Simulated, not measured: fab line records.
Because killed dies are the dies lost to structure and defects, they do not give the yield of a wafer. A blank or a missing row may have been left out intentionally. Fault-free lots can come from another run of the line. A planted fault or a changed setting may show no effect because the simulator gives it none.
Split-lot experiment :: flow gf180mcu :: 5 lots, 23 wafers read, on a route of 602 steps

## ON THE SPLIT
At GF_M5_EXPOSE_04 (exposes mask Metal5, target cd 280 nm), the setting doseMj was moved away from the recipe's 28 on 7 of the 23 wafers read, by +3.1% to +5.8%. This setting was run at the recipe's value on the other wafers.

## FROM THE SPLIT TO THE READING: what the file shows between them, 2 steps
- GF_M5_PEB_05: peb time 90 s
- GF_M5_DEVELOP_06: develop time 60 s

## THE READING
Shown in nm: cdNm at GF_M5_CD_MEAS_07, with target cd 280 nm. Fault-free wafers of this fab line usually give 279.8 nm, standard deviation 1.1 nm.

wafer: L074.1
tool, chamber at the split: krfScanner-01, 0
doseMj as run: 28.93
against the recipe: +3.3%
cdNm, nm: 275.7
against lot-mates on the recipe: -3.7

wafer: L074.2
tool, chamber at the split: krfScanner-01, 0
doseMj as run: 28
against the recipe: recipe
cdNm, nm: 279.6
against lot-mates on the recipe: -

wafer: L074.3
tool, chamber at the split: krfScanner-01, 0
doseMj as run: 28.93
against the recipe: +3.3%
cdNm, nm: 275.6
against lot-mates on the recipe: -3.8

wafer: L074.4
tool, chamber at the split: krfScanner-01, 0
doseMj as run: 28.93
against the recipe: +3.3%
cdNm, nm: 275.0
against lot-mates on the recipe: -4.4

wafer: L074.6
tool, chamber at the split: krfScanner-01, 0
doseMj as run: 28
against the recipe: recipe
cdNm, nm: 279.1
against lot-mates on the recipe: -

wafer: L076.1
tool, chamber at the split: krfScanner-01, 0
doseMj as run: 28
against the recipe: recipe
cdNm, nm: 282.8
against lot-mates on the recipe: -

wafer: L076.2
tool, chamber at the split: krfScanner-01, 0
doseMj as run: 29.63
against the recipe: +5.8%
cdNm, nm: 272.8
against lot-mates on the recipe: -8.5

wafer: L076.4
tool, chamber at the split: krfScanner-01, 0
doseMj as run: 29.63
against the recipe: +5.8%
cdNm, nm: 271.8
against lot-mates on the recipe: -9.5

wafer: L076.5
tool, chamber at the split: krfScanner-01, 0
doseMj as run: 28
against the recipe: recipe
cdNm, nm: 280.4
against lot-mates on the recipe: -

wafer: L076.6
tool, chamber at the split: krfScanner-01, 0
doseMj as run: 28
against the recipe: recipe
cdNm, nm: 280.6
against lot-mates on the recipe: -

wafer: L077.1
tool, chamber at the split: krfScanner-02, 0
doseMj as run: 28
against the recipe: recipe
cdNm, nm: 279.6
against lot-mates on the recipe: -

wafer: L077.5
tool, chamber at the split: krfScanner-02, 0
doseMj as run: 28
against the recipe: recipe
cdNm, nm: 278.6
against lot-mates on the recipe: -

wafer: L077.6
tool, chamber at the split: krfScanner-02, 0
doseMj as run: 28
against the recipe: recipe
cdNm, nm: 280.3
against lot-mates on the recipe: -

wafer: L078.1
tool, chamber at the split: krfScanner-02, 0
doseMj as run: 28
against the recipe: recipe
cdNm, nm: 279.0
against lot-mates on the recipe: -

wafer: L078.2
tool, chamber at the split: krfScanner-02, 0
doseMj as run: 28
against the recipe: recipe
cdNm, nm: 279.8
against lot-mates on the recipe: -

wafer: L078.4
tool, chamber at the split: krfScanner-02, 0
doseMj as run: 28
against the recipe: recipe
cdNm, nm: 280.4
against lot-mates on the recipe: -

wafer: L078.5
tool, chamber at the split: krfScanner-02, 0
doseMj as run: 28.87
against the recipe: +3.1%
cdNm, nm: 275.9
against lot-mates on the recipe: -3.8

wafer: L078.6
tool, chamber at the split: krfScanner-02, 0
doseMj as run: 28.87
against the recipe: +3.1%
cdNm, nm: 276.8
against lot-mates on the recipe: -2.9

wafer: L080.2
tool, chamber at the split: krfScanner-02, 0
doseMj as run: 28
against the recipe: recipe
cdNm, nm: 279.2
against lot-mates on the recipe: -

wafer: L080.3
tool, chamber at the split: krfScanner-02, 0
doseMj as run: 28
against the recipe: recipe
cdNm, nm: 280.1
against lot-mates on the recipe: -

wafer: L080.4
tool, chamber at the split: krfScanner-02, 0
doseMj as run: 28
against the recipe: recipe
cdNm, nm: 280.4
against lot-mates on the recipe: -

wafer: L080.5
tool, chamber at the split: krfScanner-02, 0
doseMj as run: 28
against the recipe: recipe
cdNm, nm: 279.6
against lot-mates on the recipe: -

wafer: L080.6
tool, chamber at the split: krfScanner-02, 0
doseMj as run: 28
against the recipe: recipe
cdNm, nm: 280.1
against lot-mates on the recipe: -

FIT RESULTS
A straight line over all 23 wafers: cdNm changes by -1.31 nm for each +1% of doseMj; r = -0.95; the points scatter about the line by 0.86 nm.
The same after taking each lot's own level away (the mean of its wafers on the recipe; 23 wafers): -1.39 nm for each +1%; r = -0.96; scatter 0.78 nm.
The reading moves by 8.1 nm for the largest change in doseMj, on that fit.
Across the lots, their own levels run from 279.35 to 281.27 nm, a range of 1.7 times the standard deviation given above.
The two slopes agree, so the slope changes little with the lot-to-lot level.
Check: -7.81 nm against its lot-mates is what the line predicts for one of the wafers moved furthest among these (+5.8%) when that wafer is left out of the fit. Against them it came out at -8.47 nm.

## THE OTHER SPLITS THESE WAFERS WENT THROUGH
Other splits were also applied to these wafers ahead of the reading. Each is held against what the fit with the lots' levels taken away leaves over:
other split on the same wafers: GF_MIM_DEVELOP_18 devTempC
wafers away from the commonest value: 8
r with cdNm (lot level and that fit taken away): +0.22

## THE WHOLE CHAIN: every reading that the file lists as answering this split, in the file's order
step: GF_M5_CD_MEAS_07
what it does: target cd 280 nm
reading: cdNm
change (the file's fit): -1.38 nm for each +1% of the setting
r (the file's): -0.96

step: GF_M5_ETCH_09
what it does: etches Si3N4 in CF4/O2, target depth 52 nm, time 11.6 s
reading: M5.cdNm (the simulator's own value, which no gauge read)
change (the file's fit): -1.4 nm for each +1% of the setting
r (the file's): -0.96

step: GF_M5_METAL_ETCH_10
what it does: etches the open film in Cl2/BCl3, stops on SiO2, target depth 627.5 nm, time 104.6 s
reading: M5.cdNm (the simulator's own value, which no gauge read)
change (the file's fit): -1.54 nm for each +1% of the setting
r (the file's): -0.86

## THE FILE'S OWN FIT
cdNm changes by -1.38 nm for each +1% of doseMj, r = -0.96.
